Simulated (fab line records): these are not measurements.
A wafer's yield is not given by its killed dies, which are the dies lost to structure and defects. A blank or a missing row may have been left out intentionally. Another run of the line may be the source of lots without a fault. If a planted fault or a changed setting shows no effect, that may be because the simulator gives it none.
What tool caused it? ; flow gf180mcu ; Sampling: 6 lots, 18 wafers, 2 of 602 route steps

## WHAT THE GAUGES READ, wafer by wafer
GF_DUAL_GATE_OVL_MEAS_11.
lot;measured;on;DUAL_GATE_OVL (nm)
L745;day 9 04:19;overlay-02;0.0 -0.5 -0.7
L747;day 9 17:44;overlay-02;-0.8 -0.4 -0.1
L753;day 11 12:34;overlay-02;-2.4 -0.6 -3.2
L757;day 12 15:32;overlay-01;-3.0 -3.8 -3.6
L759;day 13 09:16;overlay-02;-0.8 -4.3 -3.5
L765;day 14 22:53;overlay-01;-1.8 -0.8 -0.1

## WHICH TOOL RAN EACH LOT (tool, then ch and the chambers of the sampled wafers, then the start)
lot;GF_DUAL_GATE_EXPOSE_08
L745;iline stepper-01 ch 0, day 8 19:56
L747;iline stepper-02 ch 0, day 9 09:17
L753;iline stepper-01 ch 0, day 11 02:55
L757;iline stepper-02 ch 0, day 12 05:47
L759;iline stepper-02 ch 0, day 12 23:42
L765;iline stepper-02 ch 0, day 14 12:38
- GF_DUAL_GATE_EXPOSE_08: exposes mask Dualgate, target cd 700 nm.

## THE ANSWER, worked out from the rows above alone
Rule: usual is defined by the lots themselves. The widest of any qualifying gaps counts: lots, ordered by their means at a reading, are off when they make up no more than a third of the lots, leave a main group of 4 or more, and stand apart from it by 3 or more times the standard deviation of that group's means. Not used: any main group whose means are identical at the precision the tables above print for the reading. A lot without any number at a reading at which 4 lots or more have one is off too. Where the step has rows for the other lots, those lots are counted as sound.
Across all readings shown, no lot is off: no conclusion can be drawn from this.

## WHAT THE SIMULATOR PUT IN
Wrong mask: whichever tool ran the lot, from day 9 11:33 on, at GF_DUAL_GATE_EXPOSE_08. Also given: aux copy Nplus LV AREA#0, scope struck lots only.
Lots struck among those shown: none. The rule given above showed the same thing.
